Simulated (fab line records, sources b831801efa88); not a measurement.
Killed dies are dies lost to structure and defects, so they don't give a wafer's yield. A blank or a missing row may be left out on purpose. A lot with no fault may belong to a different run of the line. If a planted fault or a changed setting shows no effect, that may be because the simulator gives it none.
fab line records ; flow gf180mcu
[record] lots = 15; wafers = 45; lastDay = 34
route steps=602 shown DUAL_GATE@156 V2@396 M3@411 V3@455
lots with no fault: from the same line, run without faults
startH: hours from the record's first day to the start of the lot's first wafer shown ; waitH: hours since the lot's step before ; " identical to the entry in the row above ; L1.1+2: several wafers, shown together as one row ; - no value, or no start given ; * or withheld: withheld ; < > ~ a bound
route shown NAME@n: NAME is a module with steps in the file, n the number in the route of the first one ; usual: mean/standard deviation taken from wafers without a fault ; same: alike in all rows ; chamber/n: place in a boat ; sites: per-site readings ; _std_site: how widely they spread, as a standard deviation ; _edge_site: mean of outer sites minus mean of inner sites ; radiusMm: for every site, how far away it sits from the centre of the wafer ; mask NAME#n: copy n ; behind: the tool/chamber that last shaped the wafer ; hold: what put the lot on hold/how long, in hours/how the hold closed ; device: which transistor (n, p or np) failed to switch ; end of line: tests of these same wafers at the route's end ; a step with no rows: only its recipe ; killed: dies lost to structure and defects at the first sort, not the wafer's yield ; map: a wafer's dies, marking killed ones x, the rest . and places with no die _
set.NAME: the run value of the setting; set.NAME@STEP: its run value at that earlier step ; model.NAME: the simulator's own value behind a step, which no gauge read
the route's steps for a sample of lots (tables are steps, rows are wafers)
services: a tool's chamber out of use, with start hour (startH, from the record's first day; less than 0 if before it), hours out, and reason
[[steps]]
[step GF_DUAL_GATE_OXIDATION_15]
[recipe] tempC = 850; ambient = O2; stabiliseS = 600; purgeS = 300; targetThkA = 70.98; oxTimeS = 1995
[usual] oxTempC = 850.0/0.35; oxTempCMax = 856.3/1.4; oxTimeS = 1995/0; tubeCenterTempC = 850/0.069; zonePowerCentrePct = 17.14/0.27; zonePowerUpperPct = 14.3/0.54
lot.wafer;tool;chamber;startH;waitH;oxTempC;oxTempCMax;oxTimeS;tubeCenterTempC;zonePowerCentrePct;zonePowerUpperPct
L287.1;furnace-02;0;184.40;0.0;850.0;857.3;1995;849.88;16.64;15.5
L287.2;furnace-02;0;184.40;0.0;850.4;857.6;1995;849.95;16.96;15.2
L287.3;furnace-02;0;184.40;0.0;849.6;856.3;1995;850.05;17.06;15.6
L289.4;furnace-01;0;197.00;0.0;849.9;855.1;1995;849.91;17.30;13.8
L289.5;furnace-01;0;197.00;0.0;849.9;856.8;1995;850.05;17.17;13.9
L289.6;furnace-01;0;197.00;0.0;849.7;856.7;1995;850.03;17.23;13.7
L290.1;furnace-01;0;205.79;0.4;850.3;857.2;1995;850.04;17.08;13.8
L290.2;furnace-01;0;205.79;0.4;849.9;856.4;1995;849.99;17.23;14.4
L290.5;furnace-01;0;205.79;0.4;850.3;855.7;1995;850.06;17.15;13.9
L291.2;furnace-01;0;214.11;2.7;849.8;854.5;1995;849.88;17.36;14.0
L291.3;furnace-01;0;214.11;2.7;850.4;857.7;1995;850.11;17.40;14.0
L291.5;furnace-01;0;214.11;2.7;850.4;856.1;1995;850.08;17.05;13.9
L292.1;furnace-01;0;221.24;0.5;850.0;855.7;1995;849.98;17.28;14.2
L292.3;furnace-01;0;221.24;0.5;850.6;857.3;1995;849.84;17.12;14.1
L292.5;furnace-01;0;221.24;0.5;850.5;856.3;1995;849.96;17.42;14.2
L293.1;furnace-01;0;225.99;0.8;850.2;855.5;1995;849.95;17.28;13.6
L293.2;furnace-01;0;225.99;0.8;850.3;855.2;1995;850.04;17.23;14.2
L293.4;furnace-01;0;225.99;0.8;849.7;854.7;1995;849.99;16.76;14.1
L296.2;furnace-01;0;248.99;0.4;850.3;857.1;1995;849.9;17.22;14.0
L296.5;furnace-01;0;248.99;0.4;849.9;856.1;1995;849.93;17.14;14.0
L296.6;furnace-01;0;248.99;0.4;850.1;856.9;1995;849.94;16.84;14.0
L298.4;furnace-01;0;266.09;0.7;850.4;855.9;1995;850.01;17.32;14.2
L298.5;furnace-01;0;266.09;0.7;850.6;856.3;1995;849.96;17.08;14.0
L298.6;furnace-01;0;266.09;0.7;849.8;856.0;1995;850;17.40;13.7
L301.1;furnace-01;-;282.83;0.5;-;-;-;-;-;-
L301.4;furnace-01;-;282.83;0.5;-;-;-;-;-;-
L301.5;furnace-01;-;282.83;0.5;-;-;-;-;-;-
L302.2;furnace-02;-;285.07;0.5;-;-;-;-;-;-
L302.4;furnace-02;-;285.07;0.5;-;-;-;-;-;-
L302.6;furnace-02;-;285.07;0.5;-;-;-;-;-;-
L303.1;furnace-01;-;296.41;3.4;-;-;-;-;-;-
L303.5;furnace-01;-;296.41;3.4;-;-;-;-;-;-
L303.6;furnace-01;-;296.41;3.4;-;-;-;-;-;-
L305.2;furnace-01;0;314.23;5.9;850.0;855.0;1995;850.12;17.31;14.0
L305.4;furnace-01;0;314.23;5.9;850.2;856.9;1995;849.92;17.15;14.2
L305.6;furnace-01;0;314.23;5.9;849.9;854.7;1995;849.99;17.31;14.1
L306.1;furnace-01;0;319.81;3.9;849.5;855.2;1995;850.13;17.07;14.0
L306.3;furnace-01;0;319.81;3.9;849.9;854.3;1995;849.95;17.29;13.9
L306.4;furnace-01;0;319.81;3.9;850.0;856.1;1995;850;17.04;14.2
L307.1;furnace-01;0;324.26;0.9;850.4;855.7;1995;849.96;17.33;14.0
L307.5;furnace-01;0;324.26;0.9;850.1;857.3;1995;850.2;17.27;14.0
L307.6;furnace-01;0;324.26;0.9;850.5;855.6;1995;849.95;17.39;14.3
L308.2;furnace-01;0;334.66;0.0;849.8;857.6;1995;849.93;17.27;14.0
L308.3;furnace-01;0;334.66;0.0;850.2;856.3;1995;850.02;17.17;13.7
L308.5;furnace-01;0;334.66;0.0;850.1;856.0;1995;849.85;17.52;14.0
[step GF_V2_CD_MEAS_14]
[recipe] targetCdNm = 260
[usual] cdNm = 259.6/1.4
lot.wafer;tool;chamber;startH;waitH;cdNm
L287.1;cdSem-01;-;469.89;0.1;257.4
L287.2;cdSem-01;-;469.89;0.1;257.6
L287.3;cdSem-01;-;469.89;0.1;257.2
L289.4;cdSem-01;-;492.38;0.1;259.2
L289.5;cdSem-01;-;492.38;0.1;258.9
L289.6;cdSem-01;-;492.38;0.1;258.4
L290.1;cdSem-02;-;499.60;0.1;258.6
L290.2;cdSem-02;-;499.60;0.1;259.8
L290.5;cdSem-02;-;499.60;0.1;260.3
L291.2;cdSem-01;-;510.86;0.1;260.9
L291.3;cdSem-01;-;510.86;0.1;261.9
L291.5;cdSem-01;-;510.86;0.1;261.9
L292.1;cdSem-02;-;519.72;0.1;257.3
L292.3;cdSem-02;-;519.72;0.1;258.8
L292.5;cdSem-02;-;519.72;0.1;258.4
L293.1;cdSem-02;-;524.74;0.1;259.8
L293.2;cdSem-02;-;524.74;0.1;259.4
L293.4;cdSem-02;-;524.74;0.1;259.8
L296.2;cdSem-02;-;553.59;0.1;256.8
L296.5;cdSem-02;-;553.59;0.1;256.4
L296.6;cdSem-02;-;553.59;0.1;256.6
L298.4;cdSem-02;-;576.43;0.1;261.4
L298.5;cdSem-02;-;576.43;0.1;260.3
L298.6;cdSem-02;-;576.43;0.1;260.7
L305.2;cdSem-02;-;627.79;0.1;261.6
L305.4;cdSem-02;-;627.79;0.1;260.5
L305.6;cdSem-02;-;627.79;0.1;261.6
L306.1;cdSem-01;-;629.49;0.1;260.5
L306.3;cdSem-01;-;629.49;0.1;260.4
L306.4;cdSem-01;-;629.49;0.1;261.5
L308.2;cdSem-02;-;643.14;0.1;260.1
L308.3;cdSem-02;-;643.14;0.1;261.7
L308.5;cdSem-02;-;643.14;0.1;259.3
L307.1;cdSem-02;-;645.92;0.1;257.6
L307.5;cdSem-02;-;645.92;0.1;258.3
L307.6;cdSem-02;-;645.92;0.1;258.0
[step GF_M3_SPUTTER_02]
[recipe] material = AlCu; targetThkNm = 450; powerW = 10600; timeS = 23.9; chamberPressurePa = 0.4
[usual] throttleValvePct = 29.4/1
lot.wafer;tool;chamber;startH;waitH;throttleValvePct
L287.1;pvdSputter-04;-;471.57;0.0;29.4
L287.2;pvdSputter-04;-;471.57;0.0;31.1
L287.3;pvdSputter-04;-;471.57;0.0;29.2
L289.4;pvdSputter-03;-;493.97;0.0;30.7
L289.5;pvdSputter-03;-;493.97;0.0;30.5
L289.6;pvdSputter-03;-;493.97;0.0;28.5
L290.1;pvdSputter-02;-;502.96;0.0;30.8
L290.2;pvdSputter-02;-;502.96;0.0;29.0
L290.5;pvdSputter-02;-;502.96;0.0;30.8
L291.2;pvdSputter-03;-;512.74;0.0;28.3
L291.3;pvdSputter-03;-;512.74;0.0;30.4
L291.5;pvdSputter-03;-;512.74;0.0;28.9
L292.1;pvdSputter-04;-;521.38;0.0;30.8
L292.3;pvdSputter-04;-;521.38;0.0;29.4
L292.5;pvdSputter-04;-;521.38;0.0;29.4
L293.1;pvdSputter-03;-;526.38;0.0;28.6
L293.2;pvdSputter-03;-;526.38;0.0;28.0
L293.4;pvdSputter-03;-;526.38;0.0;30.6
L296.2;pvdSputter-02;-;555.22;0.0;29.0
L296.5;pvdSputter-02;-;555.22;0.0;29.9
L296.6;pvdSputter-02;-;555.22;0.0;30.7
L298.4;pvdSputter-03;-;578.12;0.0;28.0
L298.5;pvdSputter-03;-;578.12;0.0;28.1
L298.6;pvdSputter-03;-;578.12;0.0;28.7
L305.2;pvdSputter-02;-;629.42;0.0;29.9
L305.4;pvdSputter-02;-;629.42;0.0;30.8
L305.6;pvdSputter-02;-;629.42;0.0;30.0
L306.1;pvdSputter-04;-;631.16;0.0;30.9
L306.3;pvdSputter-04;-;631.16;0.0;28.3
L306.4;pvdSputter-04;-;631.16;0.0;29.5
L308.2;pvdSputter-03;-;644.76;0.0;27.9
L308.3;pvdSputter-03;-;644.76;0.0;30.7
L308.5;pvdSputter-03;-;644.76;0.0;30.5
L307.1;pvdSputter-02;-;647.57;0.0;29.2
L307.5;pvdSputter-02;-;647.57;0.0;30.0
L307.6;pvdSputter-02;-;647.57;0.0;30.7
[step GF_V3_CMP_26]
[recipe] stopOn = SiO2; downForcePsi = 3.5; platenRpm = 60; tOverpolishS = 15; targetThkNm = 0; padVelocityMS = 0.94248
[usual] motorCurrentA = 10.9/0.89; overpolishRunS = 15.001/0.009; platenRpm = 60.00/0.044; slurryFilterDpKPa = 13.51/0.13; timeToEndpointS = 84/4
lot.wafer;tool;chamber;startH;waitH;motorCurrentA;overpolishRunS;platenRpm;slurryFilterDpKPa;timeToEndpointS
L287.1;cmp-02;2;520.84;0.1;11.3;15.024;59.98;13.62;87
L287.3;cmp-02;3;520.84;0.1;10.1;15.002;59.96;13.38;83
L287.2;cmp-02;0;520.84;0.1;9.9;15.007;60.00;13.65;91
L289.4;cmp-01;2;544.44;0.2;12.8;15.009;60.16;13.75;89
L289.5;cmp-01;2;544.44;0.2;11.9;15.015;59.94;13.54;87
L289.6;cmp-01;3;544.44;0.2;12.4;15.011;60.06;13.56;85
L290.1;cmp-01;0;551.41;0.1;11.0;15.012;60.02;13.46;90
L290.2;cmp-01;3;551.41;0.1;11.7;15.007;60.01;13.53;86
L290.5;cmp-01;0;551.41;0.1;10.6;15.021;60.08;13.53;89
L291.3;cmp-01;0;560.73;0.0;11.1;15.002;59.99;13.65;87
L291.2;cmp-01;1;560.73;0.0;10.1;14.991;59.99;13.76;84
L291.5;cmp-01;1;560.73;0.0;10.1;15.001;60.01;13.45;79
L292.3;cmp-01;2;569.16;0.1;11.9;14.998;59.92;13.46;88
L292.1;cmp-01;3;569.16;0.1;12.4;15.004;59.98;13.56;86
L292.5;cmp-01;0;569.16;0.1;10.8;14.993;59.99;13.75;83
L293.2;cmp-02;0;573.16;0.1;9.9;15.000;60.02;13.40;82
L293.1;cmp-02;1;573.16;0.1;10.3;15.003;59.98;13.63;85
L293.4;cmp-02;2;573.16;0.1;11.0;15.008;60.03;13.49;87
L296.2;cmp-01;2;600.50;0.1;11.7;14.995;60.01;13.53;87
L296.5;cmp-01;0;600.50;0.1;10.8;15.003;59.95;13.64;86
L296.6;cmp-01;1;600.50;0.1;9.8;14.996;60.00;13.59;86
L298.4;cmp-01;3;621.93;0.0;12.4;15.002;60.03;13.71;81
L298.6;cmp-01;3;621.93;0.0;12.2;14.992;59.97;13.52;80
L298.5;cmp-01;0;621.93;0.0;11.0;15.016;59.98;13.67;82
L305.4;cmp-01;0;670.61;0.0;10.8;14.996;59.99;13.53;89
L305.2;cmp-01;2;670.61;0.0;12.5;15.014;60.00;13.50;90
L305.6;cmp-01;0;670.61;0.0;10.6;14.998;60.10;13.83;87
L306.3;cmp-01;1;672.94;0.0;10.3;15.002;59.98;13.53;81
L306.1;cmp-01;2;672.94;0.0;12.1;15.020;60.03;13.45;88
L306.4;cmp-01;0;672.94;0.0;10.9;15.009;59.96;13.65;87
L308.2;cmp-01;1;686.54;0.1;10.0;14.991;59.98;13.33;82
L308.3;cmp-01;2;686.54;0.1;12.1;14.983;60.01;13.51;88
L308.5;cmp-01;3;686.54;0.1;11.9;15.010;59.99;13.38;85
L307.1;cmp-02;2;688.20;0.1;11.0;14.993;59.94;13.56;87
L307.6;cmp-02;2;688.20;0.1;11.2;15.008;59.97;13.39;85
L307.5;cmp-02;3;688.20;0.1;10.2;14.994;60.00;13.32;82
[[services]]
tool;chamber;startH;hours;kind
cmp-01;-;194.28;2.5;repair
cmp-01;-;199.53;1.1;repair
furnace-01;-;209.67;4.4;pm
cmp-01;-;232.00;4.0;pm
furnace-01;-;237.84;4.1;pm
cmp-01;-;241.92;3.7;repair
pvdSputter-03;-;246.26;2.0;repair
cmp-01;-;260.79;1.8;repair
pvdSputter-03;-;276.51;5.2;repair
cmp-01;-;293.07;8.1;repair
cmp-01;-;306.93;0.4;repair
cmp-01;-;379.06;5.7;pm
furnace-01;-;404.67;4.1;pm
furnace-01;-;463.79;10.8;repair
cmp-01;-;466.27;3.1;repair
furnace-01;-;480.38;4.1;pm
furnace-01;-;491.67;2.8;pm
cmp-01;-;503.30;0.8;repair
cmp-01;-;511.69;0.9;repair
cmp-01;-;521.44;15.3;repair
cmp-01;-;547.28;1.4;repair
cmp-01;-;572.00;4.0;pm
furnace-01;-;572.67;4.6;pm
cmp-01;-;661.62;0.8;repair
[[key]]
[firstSign] step = GF_DUAL_GATE_OXIDATION_15; reading = toolRecord; direction = missing
effect none on later readings
metAt GF_DUAL_GATE_OXIDATION_15
struckLots L301,L302,L303
laterRowsLeftOut L301.1,L301.4,L301.5,L302.2,L302.4,L302.6,L303.1,L303.5,L303.6
sortLeftOut L301.1,L301.4,L301.5,L302.2,L302.4,L302.6,L303.1,L303.5,L303.6
testerLeftOut L301,L302,L303
notActingAt GF_V2_CD_MEAS_14,GF_M3_SPUTTER_02,GF_V3_CMP_26
onsetBetween 266.09 282.83
[fault] kind = skippedStepWhole; tool = furnace-01,furnace-02; chamber = -; onsetH = 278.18; steps = GF_DUAL_GATE_OXIDATION_15; scope = struckLotsOnly
// testerLeftOut: of these lots the tester's yield and bins aren't shown, on N5 and GAA mostly nor the transistor test; their killed dies are dies lost to structure and defects alone, not to doping, threshold or leakage, so they don't give the yield
// sortLeftOut: the simulated sort isn't trusted on such a fault, so these wafers' sort isn't shown, and their yield isn't known
// laterRowsLeftOut: the simulator's readings of these wafers behind a module that went badly wrong aren't trusted and aren't shown, but for the sort
